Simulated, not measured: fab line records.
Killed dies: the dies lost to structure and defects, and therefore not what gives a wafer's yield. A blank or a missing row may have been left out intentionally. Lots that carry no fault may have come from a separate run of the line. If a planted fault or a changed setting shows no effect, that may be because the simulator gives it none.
fab line records ; flow gf180mcu ; part 2 of 2: steps 25 to 35 of 35
[record] lots = 5; wafers = 15; last_day = 33
route steps=602 shown NWELL@52 LVPWELL@54 MVSD@66 MVPSD@78
lots that met no fault: from a run of the same line without faults
start_h: the number of hours between the record's first day and the start of the first shown wafer of the lot ; wait_h: time in hours since the lot's previous step ; " same as the row above ; L1.1+2: a single row standing in for several wafers ; - no value, or no start was given ; * or withheld: withheld ; < > ~ a bound
route shown NAME@n: names a module that has steps shown in the file, with the first one's number in the route ; usual: the fault-free wafers' mean and standard deviation ; same: alike in all rows ; chamber/n: place in a boat ; sites: each site's reading ; _std_site: the standard deviation of these ; _edge_site: inner sites' mean taken away from outer sites' mean ; radius_mm: how far each site lies from the wafer's centre ; mask NAME#n: copy n ; behind: the tool/chamber that last shaped the wafer ; hold: why the lot went on hold/how many hours it stayed there/how the hold came to an end ; device: whichever transistor did not switch (one of n, p or np) ; end of line: tests run on the same wafers once the route is complete ; step lacking rows: just its recipe ; killed: count of dies lost to structure and defects at first sort (not the wafer's yield) ; map: shows each die of a wafer: x if killed, . if not, _ if none is there
set.NAME: the setting the step ran with; set.NAME@STEP: the setting that earlier step ran with ; model.NAME: the simulator's own value behind a step, which no gauge read
lots at some steps of the route; a table a step, a row a wafer
services: when a tool's chamber went out of use (start_h, in hours from the record's first day, below 0 if earlier), for how many hours, and the reason
[[steps]]
[step GF_MVSD_STRIP_10]
[recipe] chemistry = O2/N2; power_w = 1400; pressure_mtorr = 1500; platen_temp_c = 250; o2_flow_sccm = 3000; n2_flow_sccm = 300; overash_fraction = 0.5
[usual] chamber_pressure_mTorr = 1500.0/1.4; drypump_motor_current_A = 5.5/0.53; heater_power_w = 297/17; n2_flow_sccm = 299.9/1; oes_product_au = 0.722/0.0041; strip_time_to_endpoint_s = 36.97/0.099
lot.wafer;tool;chamber;start_h;wait_h;chamber_pressure_mTorr;drypump_motor_current_A;heater_power_w;n2_flow_sccm;oes_product_au;rf_hours_counter_h;strip_time_to_endpoint_s
L082.2;plasma_asher-03;1;128.36;0.1;1497.6;6.0;310;299.1;0.731;33;37.13
L082.3;plasma_asher-03;1;128.36;0.1;1499.8;6.0;302;298.9;0.721;-;37.03
L082.4;plasma_asher-03;0;128.36;0.1;1499.9;6.4;272;298.6;0.724;-;36.96
L083.1;plasma_asher-02;0;133.65;0.1;1499.3;5.3;291;298.7;0.722;53;36.96
L083.3;plasma_asher-02;0;133.65;0.1;1501.0;5.3;287;300.3;0.719;-;36.95
L083.6;plasma_asher-02;0;133.65;0.1;1501.1;5.2;293;300.3;0.722;-;36.96
L085.4;plasma_asher-03;1;146.38;0.1;1500.4;6.0;290;300.3;0.721;-;36.81
L085.5;plasma_asher-03;1;146.38;0.1;1499.5;6.0;300;300.8;0.723;-;36.88
L085.6;plasma_asher-03;0;146.38;0.1;1499.8;6.4;278;297.9;0.721;-;36.83
L092.1;plasma_asher-02;0;186.53;0.1;1501.6;5.2;290;301.6;0.724;59;37.03
L092.5;plasma_asher-02;1;186.53;0.1;1499.8;5.0;318;298.5;0.721;-;37.06
L092.6;plasma_asher-02;0;186.53;0.1;1499.5;5.2;294;300.1;0.721;-;36.98
L093.2;plasma_asher-02;0;193.41;0.1;1499.4;5.2;289;300.7;0.724;59;36.87
L093.4;plasma_asher-02;0;193.41;0.1;1500.9;5.3;293;300.2;0.724;-;36.84
L093.6;plasma_asher-02;1;193.41;0.1;1500.2;4.9;321;298.6;0.722;-;36.90
[step GF_MVSD_TW_MEAS_11]
[usual] MVSD_TW = 1595/7.5
lot.wafer;tool;chamber;start_h;wait_h;MVSD_TW
L082.2;film_metro-04;-;128.47;0.1;1591
L082.3;film_metro-04;-;128.47;0.1;1590
L082.4;film_metro-04;-;128.47;0.1;1593
L083.1;film_metro-01;-;133.75;0.1;1605
L083.3;film_metro-01;-;133.75;0.1;1606
L083.6;film_metro-01;-;133.75;0.1;1613
L085.4;film_metro-01;-;146.48;0.1;1591
L085.5;film_metro-01;-;146.48;0.1;1587
L085.6;film_metro-01;-;146.48;0.1;1603
L092.1;film_metro-03;-;186.63;0.1;1596
L092.5;film_metro-03;-;186.63;0.1;1597
L092.6;film_metro-03;-;186.63;0.1;1595
L093.2;film_metro-04;-;193.52;0.1;1592
L093.4;film_metro-04;-;193.52;0.1;1604
L093.6;film_metro-04;-;193.52;0.1;1612
[step GF_MVPSD_DEHYDRATE_00]
[recipe] temp_c = 200; time_s = 60
[usual] resist_line_temp_C = 22.98/0.11
lot.wafer;tool;chamber;start_h;wait_h;resist_line_temp_C
L082.2;litho_track-03;0;135.87;7.4;22.95
L082.3;litho_track-03;0;135.87;7.4;22.94
L082.4;litho_track-03;0;135.87;7.4;23.05
L083.1;litho_track-03;0;141.45;7.7;22.95
L083.3;litho_track-03;0;141.45;7.7;22.87
L083.6;litho_track-03;0;141.45;7.7;22.93
L085.4;litho_track-03;0;153.92;7.4;23.00
L085.5;litho_track-03;0;153.92;7.4;22.91
L085.6;litho_track-03;0;153.92;7.4;23.17
L092.1;litho_track-02;0;194.51;7.9;23.03
L092.5;litho_track-02;0;194.51;7.9;22.99
L092.6;litho_track-02;0;194.51;7.9;23.00
L093.2;litho_track-01;0;201.33;7.8;22.96
L093.4;litho_track-01;0;201.33;7.8;22.96
L093.6;litho_track-01;0;201.33;7.8;23.33
[step GF_MVPSD_HMDS_01]
[recipe] prime_time_s = 60; prime_temp_c = 120
[usual] prime_temp_c = 120.02/0.14; resist_line_temp_C = 22.96/0.1
[same] prime_time_s = 60
lot.wafer;tool;chamber;start_h;wait_h;prime_temp_c;resist_line_temp_C
L082.2;litho_track-03;0;136.02;0.1;120.07;22.75
L082.3;litho_track-03;0;136.02;0.1;120.01;22.91
L082.4;litho_track-03;0;136.02;0.1;119.99;22.79
L083.1;litho_track-03;0;141.60;0.1;120.02;22.86
L083.3;litho_track-03;0;141.60;0.1;119.99;22.74
L083.6;litho_track-03;0;141.60;0.1;119.89;23.08
L085.4;litho_track-03;0;154.07;0.1;119.91;22.94
L085.5;litho_track-03;0;154.07;0.1;120.18;22.99
L085.6;litho_track-03;0;154.07;0.1;120.06;23.07
L092.1;litho_track-02;0;194.66;0.1;120.10;22.92
L092.5;litho_track-02;0;194.66;0.1;119.98;22.96
L092.6;litho_track-02;0;194.66;0.1;120.04;22.87
L093.2;litho_track-01;0;201.48;0.1;120.19;22.82
L093.4;litho_track-01;0;201.48;0.1;120.28;23.07
L093.6;litho_track-01;0;201.48;0.1;120.18;23.05
[step GF_MVPSD_COAT_02]
[recipe] spin_rpm = 2000; resist_thk_nm = 3000
[usual] resist_line_temp_C = 22.99/0.11
lot.wafer;tool;chamber;start_h;wait_h;resist_line_temp_C
L082.2;litho_track-03;0;136.17;0.1;22.82
L082.3;litho_track-03;0;136.17;0.1;22.92
L082.4;litho_track-03;0;136.17;0.1;23.00
L083.1;litho_track-03;0;141.75;0.1;23.05
L083.3;litho_track-03;0;141.75;0.1;22.98
L083.6;litho_track-03;0;141.75;0.1;22.93
L085.4;litho_track-03;0;154.22;0.1;23.08
L085.5;litho_track-03;0;154.22;0.1;23.05
L085.6;litho_track-03;0;154.22;0.1;22.99
L092.1;litho_track-02;0;194.81;0.1;23.15
L092.5;litho_track-02;0;194.81;0.1;23.18
L092.6;litho_track-02;0;194.81;0.1;23.13
L093.2;litho_track-01;0;201.63;0.1;22.96
L093.4;litho_track-01;0;201.63;0.1;22.95
L093.6;litho_track-01;0;201.63;0.1;23.02
[step GF_MVPSD_SOFTBAKE_03]
[recipe] temp_c = 110; time_s = withheld
[usual] resist_line_temp_C = 23.03/0.11
lot.wafer;tool;chamber;start_h;wait_h;resist_line_temp_C
L082.2;litho_track-03;0;136.33;0.1;22.92
L082.3;litho_track-03;0;136.33;0.1;22.95
L082.4;litho_track-03;0;136.33;0.1;23.06
L083.1;litho_track-03;0;141.90;0.1;22.72
L083.3;litho_track-03;0;141.90;0.1;22.82
L083.6;litho_track-03;0;141.90;0.1;22.86
L085.4;litho_track-03;0;154.40;0.1;22.95
L085.5;litho_track-03;0;154.40;0.1;23.03
L085.6;litho_track-03;0;154.40;0.1;23.10
L092.1;litho_track-02;0;194.96;0.1;23.15
L092.5;litho_track-02;0;194.96;0.1;23.11
L092.6;litho_track-02;0;194.96;0.1;23.09
L093.2;litho_track-01;0;201.78;0.1;22.95
L093.4;litho_track-01;0;201.78;0.1;23.00
L093.6;litho_track-01;0;201.78;0.1;23.04
[step GF_MVPSD_EXPOSE_04]
[recipe] mask_id = MVPSD; target_cd_nm = 1000; na = 0.6; source_shape = conventional; sigma_outer = 0.6; dose_mj = 257.9
[usual] stage_vel_mm_s = 500.02/0.23
lot.wafer;tool;chamber;start_h;wait_h;mask;stage_vel_mm_s
L082.2;iline_stepper-02;0;-;-;MVPSD#0;499.91
L082.3;iline_stepper-02;0;-;-;MVPSD#0;499.85
L082.4;iline_stepper-02;0;-;-;MVPSD#0;499.79
L083.1;iline_stepper-02;0;-;-;MVPSD#0;499.79
L083.3;iline_stepper-02;0;-;-;MVPSD#0;499.91
L083.6;iline_stepper-02;0;-;-;MVPSD#0;499.91
L085.4;iline_stepper-02;0;-;-;MVPSD#0;500.35
L085.5;iline_stepper-02;0;-;-;MVPSD#0;499.97
L085.6;iline_stepper-02;0;-;-;MVPSD#0;500.30
L092.1;iline_stepper-02;0;-;-;MVPSD#0;500.02
L092.5;iline_stepper-02;0;-;-;MVPSD#0;499.82
L092.6;iline_stepper-02;0;-;-;MVPSD#0;499.84
L093.2;iline_stepper-01;0;-;-;MVPSD#0;500.16
L093.4;iline_stepper-01;0;-;-;MVPSD#0;499.81
L093.6;iline_stepper-01;0;-;-;MVPSD#0;500.03
[step GF_MVPSD_PEB_05]
[recipe] temp_c = 115; time_s = withheld
[usual] resist_line_temp_C = 22.99/0.094
lot.wafer;tool;chamber;start_h;wait_h;resist_line_temp_C
L082.2;litho_track-03;0;-;-;23.01
L082.3;litho_track-03;0;-;-;23.07
L082.4;litho_track-03;0;-;-;22.94
L083.1;litho_track-01;0;-;-;22.99
L083.3;litho_track-01;0;-;-;22.91
L083.6;litho_track-01;0;-;-;22.88
L085.4;litho_track-02;0;-;-;22.99
L085.5;litho_track-02;0;-;-;22.97
L085.6;litho_track-02;0;-;-;23.03
L092.1;litho_track-03;0;-;-;23.02
L092.5;litho_track-03;0;-;-;22.96
L092.6;litho_track-03;0;-;-;22.98
L093.2;litho_track-01;0;-;-;23.10
L093.4;litho_track-01;0;-;-;22.91
L093.6;litho_track-01;0;-;-;22.99
[step GF_MVPSD_DEVELOP_06]
[recipe] wall_angle_deg = 90; develop_time_s = 60; dev_temp_c = 23
[usual] resist_line_temp_C = 22.98/0.1
lot.wafer;tool;chamber;start_h;wait_h;resist_line_temp_C
L082.2;litho_track-03;0;-;-;23.06
L082.3;litho_track-03;0;-;-;23.06
L082.4;litho_track-03;0;-;-;22.98
L083.1;litho_track-01;0;-;-;23.06
L083.3;litho_track-01;0;-;-;23.05
L083.6;litho_track-01;0;-;-;23.05
L085.4;litho_track-02;0;-;-;23.05
L085.5;litho_track-02;0;-;-;23.17
L085.6;litho_track-02;0;-;-;23.13
L092.1;litho_track-03;0;-;-;22.97
L092.5;litho_track-03;0;-;-;23.03
L092.6;litho_track-03;0;-;-;22.91
L093.2;litho_track-01;0;-;-;22.82
L093.4;litho_track-01;0;-;-;22.82
L093.6;litho_track-01;0;-;-;22.73
[step GF_MVPSD_OVL_MEAS_07]
[usual] MVPSD_OVL = 2.0/1.4
lot.wafer;tool;chamber;start_h;wait_h;MVPSD_OVL[nm]
L082.2;overlay-01;-;144.06;-;3.1
L082.3;overlay-01;-;144.06;-;2.8
L082.4;overlay-01;-;144.06;-;4.6
L083.1;overlay-01;-;149.35;-;2.7
L083.3;overlay-01;-;149.35;-;3.9
L083.6;overlay-01;-;149.35;-;2.9
L085.4;overlay-02;-;162.33;-;2.0
L085.5;overlay-02;-;162.33;-;0.8
L085.6;overlay-02;-;162.33;-;2.9
L092.1;overlay-02;-;204.10;-;3.9
L092.5;overlay-02;-;204.10;-;3.0
L092.6;overlay-02;-;204.10;-;4.0
L093.2;overlay-01;-;211.01;-;2.5
L093.4;overlay-01;-;211.01;-;3.1
L093.6;overlay-01;-;211.01;-;1.9
[step GF_MVPSD_IMPLANT_08]
[recipe] species = B; energy_kev = 170; dose_cm2 = 1.5e+13; tilt_deg = 0
lot.wafer;tool;chamber;start_h;wait_h
L082.2+3+4;implanter-04;0;144.11;0.0
L083.1+3+6;implanter-03;0;149.39;0.0
L085.4+5+6;implanter-02;0;162.42;0.1
L092.1+5+6;implanter-04;0;204.13;0.0
L093.2+4+6;implanter-02;0;211.06;0.0
[[services]]
tool;chamber;start_h;hours;kind
plasma_asher-01;-;104.97;1.4;repair
implanter-03;-;108.27;3.0;repair
plasma_asher-01;-;108.75;9.0;pm
plasma_asher-01;0;108.75;9.0;vent_cycle
plasma_asher-01;1;108.75;9.0;vent_cycle
implanter-01;-;110.61;4.6;pm
plasma_asher-01;-;113.54;0.8;repair
implanter-03;-;116.92;8.5;pm
iline_stepper-01;-;117.12;12.0;repair
plasma_asher-01;0;117.75;-;clean
plasma_asher-01;1;117.75;-;clean
implanter-02;-;145.04;12.7;repair
plasma_asher-03;-;155.46;1.3;repair
implanter-02;-;158.58;3.2;pm
plasma_asher-03;-;161.35;15.6;pm
implanter-02;-;180.21;1.7;repair
implanter-01;-;190.36;1.7;repair
implanter-03;-;194.61;7.9;repair
implanter-01;-;205.67;5.2;repair
implanter-03;-;205.91;2.1;repair
